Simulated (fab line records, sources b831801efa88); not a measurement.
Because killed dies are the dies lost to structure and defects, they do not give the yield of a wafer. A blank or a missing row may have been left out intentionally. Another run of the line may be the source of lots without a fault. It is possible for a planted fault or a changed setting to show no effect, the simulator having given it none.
2 desks, one fault    flow sky130    what lay behind the numbers comes last; until then each desk has only its own

## TOOL OWNER'S DESK, implanter-03
The tool's own readings at SKY_PWDE_IMPLANT_08, given as means over the sampled wafers that have a number, one for each lot that went through this tool. The brackets show how far a lot's mean lies from the usual mean; more than 4 standard deviations puts the lot out of limits, marked OUT.
Columns: A = beam-on-s at SKY_PWDE_IMPLANT_08, usual 9.99 s; B = faraday-current-uA at SKY_PWDE_IMPLANT_08, usual 20.3
lot   first seen here  A                B
L679  day 5 08:00      10.05            20.2
L680  day 5 12:43      9.86             20.5
L684  day 6 12:13      12.02 (+10) OUT  17.5 (-7.0) OUT
L687  day 7 02:47      12.10 (+11) OUT  17.4 (-7.3) OUT
L688  day 7 11:56      12.46 (+12) OUT  16.6 (-9.3) OUT
This desk finds L684, L687, L688 out of limits, L684 being first, at day 6 12:13 (beam-on-s at SKY_PWDE_IMPLANT_08). L679, L680: within limits.

## FROM THE METROLOGY DESK
Means of the sampled wafers that have a number, per lot and without regard to the tool the lot ran on: this is what the gauges read. The brackets show how far a lot's mean lies from the usual mean; more than 4 standard deviations puts the lot out of limits, marked OUT.
Columns: A = FIELD_ISO_OXIDATION_00_THK at SKY_FIELD_ISO_THK_MEAS_02, usual 11.99 nm; B = FIELD_ISO_OXIDATION_01_THK at SKY_FIELD_ISO_THK_MEAS_23, usual 10.06 nm; C = PWDE_TW at SKY_PWDE_TW_MEAS_10, usual 375; D = PWDE_RS at SKY_NWELL_RS_MEAS_31, usual 5280 ohm/sq
lot   first seen here  A      B      C               D
L673  day 1 16:15      12.37  10.41  372             5279
L676  day 2 02:38      11.91  9.97   373             5274
L677  day 2 08:29      12.12  10.02  381             5272
L679  day 2 22:03      12.04  10.24  374             5292
L680  day 3 00:28      12.07  10.23  375             5253
L684  day 3 18:38      11.90  10.02  395 (+6.2) OUT  4642 (-29) OUT
L687  day 4 10:49      11.89  10.38  396 (+6.6) OUT  4640 (-29) OUT
L688  day 4 15:59      12.31  10.19  395 (+6.2) OUT  4648 (-29) OUT
L689  day 4 19:38      12.42  9.91   372             5286
L692  day 5 11:43      12.21  9.81   381             5253
L694  day 5 21:10      11.94  9.60   381             5248
L696  day 6 09:55      11.90  9.81   379             5311
This desk's result: L684, L687, L688 out of limits, first on L684 (PWDE_TW at SKY_PWDE_TW_MEAS_10), day 6 12:28. L673, L676, L677, L679, L680, L689, L692, L694, L696: within limits.

## BROUGHT TOGETHER
The tool owner's desk could have raised an alarm at day 6 12:13, on L684, L687, L688.
An alarm was possible from the metrology desk at day 6 12:28, on L684, L687, L688.
All the named lots went through SKY_PWDE_IMPLANT_08 on implanter-03.

## WHAT THE SIMULATOR HAD INSERTED
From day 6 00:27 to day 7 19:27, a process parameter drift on implanter-03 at SKY_PWDE_IMPLANT_08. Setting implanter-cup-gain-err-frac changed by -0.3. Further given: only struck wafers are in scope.
Struck lots among those shown: L684, L687, L688.
Fault start to first reading out of limits, in hours, per desk: tool owner, 12; metrology, 12.
